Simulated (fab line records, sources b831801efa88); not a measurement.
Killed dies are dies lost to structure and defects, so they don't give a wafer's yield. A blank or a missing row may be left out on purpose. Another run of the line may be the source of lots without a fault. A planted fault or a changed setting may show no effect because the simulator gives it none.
fab line records || flow gf180mcu
[record] {"lots": 5, "wafers": 15, "last-day": 34}
route steps=602 shown M4@459
lots that met no fault: taken from a fault-free run of the same line
start-h: hours from the record's first day to the start of the lot's first wafer shown || wait-h: hours since the lot's step before || " the same as in the row above || L1.1+2: one row covering several wafers at once || - no value present, or no start provided || * or withheld: withheld || < > ~ a bound
route shown NAME@n: NAME is a module with steps in the file, n the number in the route of the first one || usual: mean and standard deviation over wafers with no fault || same: alike in all rows || chamber/n: place in a boat || sites: the reading at each site || _std_site: their standard deviation || _edge_site: the outer-site mean with the inner-site mean subtracted || radius-mm: how far each site lies from the wafer's centre || mask NAME#n: copy n || behind: the tool/chamber that last shaped the wafer || hold: why the lot went on hold/how many hours it stayed there/how the hold came to an end || device: the n, p or np transistor that did not switch || end of line: at the end of the route, the tests of the same wafers || a step without rows: its recipe alone || killed: the dies lost at the first sort to structure and to defects; this is not the yield of the wafer || map: the dies of a wafer, with x for killed, . for not killed, _ for no die there
set.NAME: the setting the step ran with; set.NAME@STEP: the setting that earlier step ran with || model.NAME: the simulator's own value behind a step, which no gauge read
lots at selected steps of the route; one table per step, one row per wafer
services: the hour from which a tool's chamber was out of use, counted from the record's first day as start-h (under 0 if before that day), plus the number of hours and why
[[steps]]
[step GF_M4_SPUTTER_03]
[recipe] {"material": "Ti", "target-thk-nm": 10, "substrate-temp-c": 300, "chamber-pressure-pa": 0.3, "power-w": 3000, "time-s": 6.7}
[usual] {"throttle-valve-pct": "29.2/1.1"}
{"lot.wafer": "L078.2", "tool": "pvd-sputter-04", "chamber": "-", "start-h": 561.95, "wait-h": 0.0, "throttle-valve-pct": 31.3}
{"lot.wafer": "L078.4", "tool": "pvd-sputter-04", "chamber": "-", "start-h": 561.95, "wait-h": 0.0, "throttle-valve-pct": 31.1}
{"lot.wafer": "L078.6", "tool": "pvd-sputter-04", "chamber": "-", "start-h": 561.95, "wait-h": 0.0, "throttle-valve-pct": 29.2}
{"lot.wafer": "L081.1", "tool": "pvd-sputter-02", "chamber": "-", "start-h": 579.56, "wait-h": 0.0, "throttle-valve-pct": 30.2}
{"lot.wafer": "L081.3", "tool": "pvd-sputter-02", "chamber": "-", "start-h": 579.56, "wait-h": 0.0, "throttle-valve-pct": 28.3}
{"lot.wafer": "L081.5", "tool": "pvd-sputter-02", "chamber": "-", "start-h": 579.56, "wait-h": 0.0, "throttle-valve-pct": 30.2}
{"lot.wafer": "L082.1", "tool": "pvd-sputter-02", "chamber": "-", "start-h": 594.80, "wait-h": 0.0, "throttle-valve-pct": 30.0}
{"lot.wafer": "L082.2", "tool": "pvd-sputter-02", "chamber": "-", "start-h": 594.80, "wait-h": 0.0, "throttle-valve-pct": 27.9}
{"lot.wafer": "L082.6", "tool": "pvd-sputter-02", "chamber": "-", "start-h": 594.80, "wait-h": 0.0, "throttle-valve-pct": 28.0}
{"lot.wafer": "L084.1", "tool": "pvd-sputter-02", "chamber": "-", "start-h": 605.07, "wait-h": 0.0, "throttle-valve-pct": 29.7}
{"lot.wafer": "L084.3", "tool": "pvd-sputter-02", "chamber": "-", "start-h": 605.07, "wait-h": 0.0, "throttle-valve-pct": 28.2}
{"lot.wafer": "L084.4", "tool": "pvd-sputter-02", "chamber": "-", "start-h": 605.07, "wait-h": 0.0, "throttle-valve-pct": 27.9}
{"lot.wafer": "L095.3", "tool": "pvd-sputter-02", "chamber": "-", "start-h": 678.44, "wait-h": 0.0, "throttle-valve-pct": 28.2}
{"lot.wafer": "L095.4", "tool": "pvd-sputter-02", "chamber": "-", "start-h": 678.44, "wait-h": 0.0, "throttle-valve-pct": 27.8}
{"lot.wafer": "L095.5", "tool": "pvd-sputter-02", "chamber": "-", "start-h": 678.44, "wait-h": 0.0, "throttle-valve-pct": 27.6}
[step GF_M4_SPUTTER_04]
[recipe] {"material": "TiN", "target-thk-nm": 50, "power-w": 6500, "time-s": 41.7, "chamber-pressure-pa": 0.4}
[usual] {"throttle-valve-pct": "29.2/1.1"}
{"lot.wafer": "L078.2", "tool": "pvd-sputter-04", "chamber": "-", "start-h": 561.97, "wait-h": 0.0, "throttle-valve-pct": 30.9}
{"lot.wafer": "L078.4", "tool": "pvd-sputter-04", "chamber": "-", "start-h": 561.97, "wait-h": 0.0, "throttle-valve-pct": 31.0}
{"lot.wafer": "L078.6", "tool": "pvd-sputter-04", "chamber": "-", "start-h": 561.97, "wait-h": 0.0, "throttle-valve-pct": 29.0}
{"lot.wafer": "L081.1", "tool": "pvd-sputter-02", "chamber": "-", "start-h": 579.58, "wait-h": 0.0, "throttle-valve-pct": 29.8}
{"lot.wafer": "L081.3", "tool": "pvd-sputter-02", "chamber": "-", "start-h": 579.58, "wait-h": 0.0, "throttle-valve-pct": 28.0}
{"lot.wafer": "L081.5", "tool": "pvd-sputter-02", "chamber": "-", "start-h": 579.58, "wait-h": 0.0, "throttle-valve-pct": 29.9}
{"lot.wafer": "L082.1", "tool": "pvd-sputter-02", "chamber": "-", "start-h": 594.82, "wait-h": 0.0, "throttle-valve-pct": 30.0}
{"lot.wafer": "L082.2", "tool": "pvd-sputter-02", "chamber": "-", "start-h": 594.82, "wait-h": 0.0, "throttle-valve-pct": 27.9}
{"lot.wafer": "L082.6", "tool": "pvd-sputter-02", "chamber": "-", "start-h": 594.82, "wait-h": 0.0, "throttle-valve-pct": 27.9}
{"lot.wafer": "L084.1", "tool": "pvd-sputter-02", "chamber": "-", "start-h": 605.09, "wait-h": 0.0, "throttle-valve-pct": 30.1}
{"lot.wafer": "L084.3", "tool": "pvd-sputter-02", "chamber": "-", "start-h": 605.09, "wait-h": 0.0, "throttle-valve-pct": 27.8}
{"lot.wafer": "L084.4", "tool": "pvd-sputter-02", "chamber": "-", "start-h": 605.09, "wait-h": 0.0, "throttle-valve-pct": 28.1}
{"lot.wafer": "L095.3", "tool": "pvd-sputter-02", "chamber": "-", "start-h": 678.46, "wait-h": 0.0, "throttle-valve-pct": 28.2}
{"lot.wafer": "L095.4", "tool": "pvd-sputter-02", "chamber": "-", "start-h": 678.46, "wait-h": 0.0, "throttle-valve-pct": 27.9}
{"lot.wafer": "L095.5", "tool": "pvd-sputter-02", "chamber": "-", "start-h": 678.46, "wait-h": 0.0, "throttle-valve-pct": 27.8}
[step GF_M4_RS_MEAS_05]
[recipe] {"thk-meas-gauge": "four-point-probe", "reads": "TiN_of_M4_SPUTTER_04+Ti_of_M4_SPUTTER_03+AlCu_of_M4_SPUTTER_02+TiN_of_M4_SPUTTER_01+Ti_of_M4_SPUTTER_00"}
[usual] {"M4_ALCU_RS": "0.0691/0.0009"}
{"lot.wafer": "L078.2", "tool": "film-metro-04", "chamber": "-", "start-h": 562.03, "wait-h": 0.0, "M4_ALCU_RS[ohm/sq]": 0.0692}
{"lot.wafer": "L078.4", "tool": "film-metro-04", "chamber": "-", "start-h": 562.03, "wait-h": 0.0, "M4_ALCU_RS[ohm/sq]": 0.0700}
{"lot.wafer": "L078.6", "tool": "film-metro-04", "chamber": "-", "start-h": 562.03, "wait-h": 0.0, "M4_ALCU_RS[ohm/sq]": 0.0695}
{"lot.wafer": "L081.1", "tool": "film-metro-04", "chamber": "-", "start-h": 579.62, "wait-h": 0.0, "M4_ALCU_RS[ohm/sq]": 0.0700}
{"lot.wafer": "L081.3", "tool": "film-metro-04", "chamber": "-", "start-h": 579.62, "wait-h": 0.0, "M4_ALCU_RS[ohm/sq]": 0.0698}
{"lot.wafer": "L081.5", "tool": "film-metro-04", "chamber": "-", "start-h": 579.62, "wait-h": 0.0, "M4_ALCU_RS[ohm/sq]": 0.0693}
{"lot.wafer": "L082.1", "tool": "film-metro-03", "chamber": "-", "start-h": 594.86, "wait-h": 0.0, "M4_ALCU_RS[ohm/sq]": 0.0680}
{"lot.wafer": "L082.2", "tool": "film-metro-03", "chamber": "-", "start-h": 594.86, "wait-h": 0.0, "M4_ALCU_RS[ohm/sq]": 0.0680}
{"lot.wafer": "L082.6", "tool": "film-metro-03", "chamber": "-", "start-h": 594.86, "wait-h": 0.0, "M4_ALCU_RS[ohm/sq]": 0.0674}
{"lot.wafer": "L084.1", "tool": "film-metro-04", "chamber": "-", "start-h": 605.13, "wait-h": 0.0, "M4_ALCU_RS[ohm/sq]": 0.0683}
{"lot.wafer": "L084.3", "tool": "film-metro-04", "chamber": "-", "start-h": 605.13, "wait-h": 0.0, "M4_ALCU_RS[ohm/sq]": 0.0683}
{"lot.wafer": "L084.4", "tool": "film-metro-04", "chamber": "-", "start-h": 605.13, "wait-h": 0.0, "M4_ALCU_RS[ohm/sq]": 0.0683}
{"lot.wafer": "L095.3", "tool": "film-metro-03", "chamber": "-", "start-h": 678.54, "wait-h": 0.1, "M4_ALCU_RS[ohm/sq]": 0.0669}
{"lot.wafer": "L095.4", "tool": "film-metro-03", "chamber": "-", "start-h": 678.54, "wait-h": 0.1, "M4_ALCU_RS[ohm/sq]": 0.0674}
{"lot.wafer": "L095.5", "tool": "film-metro-03", "chamber": "-", "start-h": 678.54, "wait-h": 0.1, "M4_ALCU_RS[ohm/sq]": 0.0676}
[step GF_M4_THK_MEAS_06]
[recipe] {"thk-meas-gauge": "xrf", "reads": "AlCu_of_M4_SPUTTER_02"}
[usual] {"M4_ALCU_THK": "448/7.2"}
{"lot.wafer": "L078.2", "tool": "film-metro-04", "chamber": "-", "start-h": 562.14, "wait-h": 0.1, "M4_ALCU_THK[nm]": 445}
{"lot.wafer": "L078.4", "tool": "film-metro-04", "chamber": "-", "start-h": 562.14, "wait-h": 0.1, "M4_ALCU_THK[nm]": 441}
{"lot.wafer": "L078.6", "tool": "film-metro-04", "chamber": "-", "start-h": 562.14, "wait-h": 0.1, "M4_ALCU_THK[nm]": 445}
{"lot.wafer": "L081.1", "tool": "film-metro-04", "chamber": "-", "start-h": 579.74, "wait-h": 0.1, "M4_ALCU_THK[nm]": 436}
{"lot.wafer": "L081.3", "tool": "film-metro-04", "chamber": "-", "start-h": 579.74, "wait-h": 0.1, "M4_ALCU_THK[nm]": 437}
{"lot.wafer": "L081.5", "tool": "film-metro-04", "chamber": "-", "start-h": 579.74, "wait-h": 0.1, "M4_ALCU_THK[nm]": 439}
{"lot.wafer": "L082.1", "tool": "film-metro-03", "chamber": "-", "start-h": 594.98, "wait-h": 0.1, "M4_ALCU_THK[nm]": 458}
{"lot.wafer": "L082.2", "tool": "film-metro-03", "chamber": "-", "start-h": 594.98, "wait-h": 0.1, "M4_ALCU_THK[nm]": 456}
{"lot.wafer": "L082.6", "tool": "film-metro-03", "chamber": "-", "start-h": 594.98, "wait-h": 0.1, "M4_ALCU_THK[nm]": 461}
{"lot.wafer": "L084.1", "tool": "film-metro-04", "chamber": "-", "start-h": 605.25, "wait-h": 0.1, "M4_ALCU_THK[nm]": 449}
{"lot.wafer": "L084.3", "tool": "film-metro-04", "chamber": "-", "start-h": 605.25, "wait-h": 0.1, "M4_ALCU_THK[nm]": 448}
{"lot.wafer": "L084.4", "tool": "film-metro-04", "chamber": "-", "start-h": 605.25, "wait-h": 0.1, "M4_ALCU_THK[nm]": 451}
{"lot.wafer": "L095.3", "tool": "film-metro-03", "chamber": "-", "start-h": 678.64, "wait-h": 0.1, "M4_ALCU_THK[nm]": 463}
{"lot.wafer": "L095.4", "tool": "film-metro-03", "chamber": "-", "start-h": 678.64, "wait-h": 0.1, "M4_ALCU_THK[nm]": 459}
{"lot.wafer": "L095.5", "tool": "film-metro-03", "chamber": "-", "start-h": 678.64, "wait-h": 0.1, "M4_ALCU_THK[nm]": 461}
[step GF_M4_DEHYDRATE_07]
[recipe] {"temp-c": 200, "time-s": 60}
{"lot.wafer": "L078.2+4+6", "tool": "litho-track-04", "chamber": 0, "start-h": 572.19, "wait-h": 10.0}
{"lot.wafer": "L081.1+3+5", "tool": "litho-track-04", "chamber": 0, "start-h": 589.62, "wait-h": 9.9}
{"lot.wafer": "L082.1+2+6", "tool": "litho-track-04", "chamber": 0, "start-h": 604.87, "wait-h": 9.9}
{"lot.wafer": "L084.1+3+4", "tool": "litho-track-03", "chamber": 0, "start-h": 615.12, "wait-h": 9.9}
{"lot.wafer": "L095.3+4+5", "tool": "litho-track-04", "chamber": 0, "start-h": 687.47, "wait-h": 8.8}
[step GF_M4_HMDS_08]
[recipe] {"prime-time-s": 60, "prime-temp-c": 120}
{"lot.wafer": "L078.2+4+6", "tool": "litho-track-04", "chamber": 0, "start-h": 572.34, "wait-h": 0.1}
{"lot.wafer": "L081.1+3+5", "tool": "litho-track-04", "chamber": 0, "start-h": 589.77, "wait-h": 0.1}
{"lot.wafer": "L082.1+2+6", "tool": "litho-track-04", "chamber": 0, "start-h": 605.02, "wait-h": 0.1}
{"lot.wafer": "L084.1+3+4", "tool": "litho-track-03", "chamber": 0, "start-h": 615.27, "wait-h": 0.1}
{"lot.wafer": "L095.3+4+5", "tool": "litho-track-04", "chamber": 0, "start-h": 687.62, "wait-h": 0.1}
[step GF_M4_COAT_09]
[recipe] {"resist": "KrF", "spin-rpm": "withheld", "resist-thk-nm": 1000}
[usual] {"dispense-pressure-kPa": "47/3.5"}
{"lot.wafer": "L078.2", "tool": "litho-track-04", "chamber": 0, "start-h": 572.49, "wait-h": 0.1, "dispense-pressure-kPa": 44}
{"lot.wafer": "L078.4", "tool": "litho-track-04", "chamber": 0, "start-h": 572.49, "wait-h": 0.1, "dispense-pressure-kPa": 44}
{"lot.wafer": "L078.6", "tool": "litho-track-04", "chamber": 0, "start-h": 572.49, "wait-h": 0.1, "dispense-pressure-kPa": 44}
{"lot.wafer": "L081.1", "tool": "litho-track-04", "chamber": 0, "start-h": 589.92, "wait-h": 0.1, "dispense-pressure-kPa": 44}
{"lot.wafer": "L081.3", "tool": "litho-track-04", "chamber": 0, "start-h": 589.92, "wait-h": 0.1, "dispense-pressure-kPa": 44}
{"lot.wafer": "L081.5", "tool": "litho-track-04", "chamber": 0, "start-h": 589.92, "wait-h": 0.1, "dispense-pressure-kPa": 44}
{"lot.wafer": "L082.1", "tool": "litho-track-04", "chamber": 0, "start-h": 605.17, "wait-h": 0.1, "dispense-pressure-kPa": 44}
{"lot.wafer": "L082.2", "tool": "litho-track-04", "chamber": 0, "start-h": 605.17, "wait-h": 0.1, "dispense-pressure-kPa": 44}
{"lot.wafer": "L082.6", "tool": "litho-track-04", "chamber": 0, "start-h": 605.17, "wait-h": 0.1, "dispense-pressure-kPa": 44}
{"lot.wafer": "L084.1", "tool": "litho-track-03", "chamber": 0, "start-h": 615.42, "wait-h": 0.1, "dispense-pressure-kPa": 46}
{"lot.wafer": "L084.3", "tool": "litho-track-03", "chamber": 0, "start-h": 615.42, "wait-h": 0.1, "dispense-pressure-kPa": 46}
{"lot.wafer": "L084.4", "tool": "litho-track-03", "chamber": 0, "start-h": 615.42, "wait-h": 0.1, "dispense-pressure-kPa": 46}
{"lot.wafer": "L095.3", "tool": "litho-track-04", "chamber": 0, "start-h": 687.77, "wait-h": 0.1, "dispense-pressure-kPa": 44}
{"lot.wafer": "L095.4", "tool": "litho-track-04", "chamber": 0, "start-h": 687.77, "wait-h": 0.1, "dispense-pressure-kPa": 44}
{"lot.wafer": "L095.5", "tool": "litho-track-04", "chamber": 0, "start-h": 687.77, "wait-h": 0.1, "dispense-pressure-kPa": 44}
[step GF_M4_SOFTBAKE_10]
[recipe] {"temp-c": 130, "time-s": 60, "resist": "KrF"}
{"lot.wafer": "L078.2+4+6", "tool": "litho-track-04", "chamber": 0, "start-h": 572.64, "wait-h": 0.1}
{"lot.wafer": "L081.1+3+5", "tool": "litho-track-04", "chamber": 0, "start-h": 590.07, "wait-h": 0.1}
{"lot.wafer": "L082.1+2+6", "tool": "litho-track-04", "chamber": 0, "start-h": 605.32, "wait-h": 0.1}
{"lot.wafer": "L084.1+3+4", "tool": "litho-track-03", "chamber": 0, "start-h": 615.57, "wait-h": 0.1}
{"lot.wafer": "L095.3+4+5", "tool": "litho-track-04", "chamber": 0, "start-h": 687.92, "wait-h": 0.1}
[step GF_M4_EXPOSE_11]
[recipe] {"mask-id": "Metal4", "target-cd-nm": 280, "na": 0.68, "source-shape": "conventional", "sigma-outer": 0.6, "dose-mj": 28}
{"lot.wafer": "L078.2+4+6", "tool": "krf-scanner-02", "chamber": 0, "start-h": "-", "wait-h": "-", "mask": "Metal4#0"}
{"lot.wafer": "L081.1+3+5", "tool": "krf-scanner-02", "chamber": 0, "start-h": "-", "wait-h": "-", "mask": "Metal4#0"}
{"lot.wafer": "L082.1+2+6", "tool": "krf-scanner-02", "chamber": 0, "start-h": "-", "wait-h": "-", "mask": "Metal4#0"}
{"lot.wafer": "L084.1+3+4", "tool": "krf-scanner-02", "chamber": 0, "start-h": "-", "wait-h": "-", "mask": "Metal4#0"}
{"lot.wafer": "L095.3+4+5", "tool": "krf-scanner-02", "chamber": 0, "start-h": "-", "wait-h": "-", "mask": "Metal4#0"}
[step GF_M4_PEB_12]
[recipe] {"peb-temp-c": 135, "peb-time-s": 90, "resist": "KrF"}
[same] {"peb-time-s": 90}
{"lot.wafer": "L078.2+4+6", "tool": "litho-track-04", "chamber": 0, "start-h": "-", "wait-h": "-"}
{"lot.wafer": "L081.1+3+5", "tool": "litho-track-03", "chamber": 0, "start-h": "-", "wait-h": "-"}
{"lot.wafer": "L082.1+2+6", "tool": "litho-track-04", "chamber": 0, "start-h": "-", "wait-h": "-"}
{"lot.wafer": "L084.1+3+4", "tool": "litho-track-03", "chamber": 0, "start-h": "-", "wait-h": "-"}
{"lot.wafer": "L095.3+4+5", "tool": "litho-track-02", "chamber": 0, "start-h": "-", "wait-h": "-"}
[step GF_M4_DEVELOP_13]
[recipe] {"develop-time-s": 60, "dev-temp-c": 21}
[usual] {"developer-temp-C": "20.99/0.1"}
{"lot.wafer": "L078.2", "tool": "litho-track-04", "chamber": 0, "start-h": 583.24, "wait-h": 0.2, "developer-temp-C": 21.05}
{"lot.wafer": "L078.4", "tool": "litho-track-04", "chamber": 0, "start-h": 583.24, "wait-h": 0.2, "developer-temp-C": 20.95}
{"lot.wafer": "L078.6", "tool": "litho-track-04", "chamber": 0, "start-h": 583.24, "wait-h": 0.2, "developer-temp-C": 21.01}
{"lot.wafer": "L081.1", "tool": "litho-track-03", "chamber": 0, "start-h": 600.27, "wait-h": 0.2, "developer-temp-C": 20.77}
{"lot.wafer": "L081.3", "tool": "litho-track-03", "chamber": 0, "start-h": 600.27, "wait-h": 0.2, "developer-temp-C": 20.95}
{"lot.wafer": "L081.5", "tool": "litho-track-03", "chamber": 0, "start-h": 600.27, "wait-h": 0.2, "developer-temp-C": 20.93}
{"lot.wafer": "L082.1", "tool": "litho-track-04", "chamber": 0, "start-h": 615.42, "wait-h": 0.2, "developer-temp-C": 21.06}
{"lot.wafer": "L082.2", "tool": "litho-track-04", "chamber": 0, "start-h": 615.42, "wait-h": 0.2, "developer-temp-C": 20.99}
{"lot.wafer": "L082.6", "tool": "litho-track-04", "chamber": 0, "start-h": 615.42, "wait-h": 0.2, "developer-temp-C": 21.16}
{"lot.wafer": "L084.1", "tool": "litho-track-03", "chamber": 0, "start-h": 625.47, "wait-h": 0.2, "developer-temp-C": 20.92}
{"lot.wafer": "L084.3", "tool": "litho-track-03", "chamber": 0, "start-h": 625.47, "wait-h": 0.2, "developer-temp-C": 21.00}
{"lot.wafer": "L084.4", "tool": "litho-track-03", "chamber": 0, "start-h": 625.47, "wait-h": 0.2, "developer-temp-C": 20.85}
{"lot.wafer": "L095.3", "tool": "litho-track-02", "chamber": 0, "start-h": 697.08, "wait-h": 0.1, "developer-temp-C": 20.94}
{"lot.wafer": "L095.4", "tool": "litho-track-02", "chamber": 0, "start-h": 697.08, "wait-h": 0.1, "developer-temp-C": 20.88}
{"lot.wafer": "L095.5", "tool": "litho-track-02", "chamber": 0, "start-h": 697.08, "wait-h": 0.1, "developer-temp-C": 20.96}
[[services]]
{"tool": "pvd-sputter-02", "chamber": 2, "start-h": 600.30, "hours": "-", "kind": "consumable-replace:kit"}
{"tool": "pvd-sputter-02", "chamber": 2, "start-h": 600.30, "hours": 18.0, "kind": "scheduled-down"}
{"tool": "pvd-sputter-02", "chamber": 2, "start-h": 600.30, "hours": 18.0, "kind": "vent-cycle"}
{"tool": "pvd-sputter-04", "chamber": "-", "start-h": 600.72, "hours": 6.3, "kind": "repair"}
{"tool": "krf-scanner-02", "chamber": "-", "start-h": 603.86, "hours": 1.3, "kind": "pm"}
{"tool": "pvd-sputter-04", "chamber": "-", "start-h": 628.67, "hours": 1.0, "kind": "repair"}
{"tool": "krf-scanner-02", "chamber": "-", "start-h": 631.87, "hours": 0.8, "kind": "pm"}
{"tool": "pvd-sputter-04", "chamber": 0, "start-h": 637.25, "hours": "-", "kind": "consumable-replace:kit"}
{"tool": "pvd-sputter-04", "chamber": 0, "start-h": 637.25, "hours": 18.0, "kind": "scheduled-down"}
{"tool": "pvd-sputter-04", "chamber": 0, "start-h": 637.25, "hours": 18.0, "kind": "vent-cycle"}
{"tool": "pvd-sputter-02", "chamber": "-", "start-h": 644.69, "hours": 8.0, "kind": "repair"}
{"tool": "krf-scanner-02", "chamber": 0, "start-h": 651.02, "hours": "-", "kind": "calibration"}
{"tool": "litho-track-04", "chamber": "-", "start-h": 681.40, "hours": "-", "kind": "consumable-replace:filter"}
{"tool": "krf-scanner-02", "chamber": "-", "start-h": 686.38, "hours": 1.0, "kind": "pm"}
[[key]]
fault none
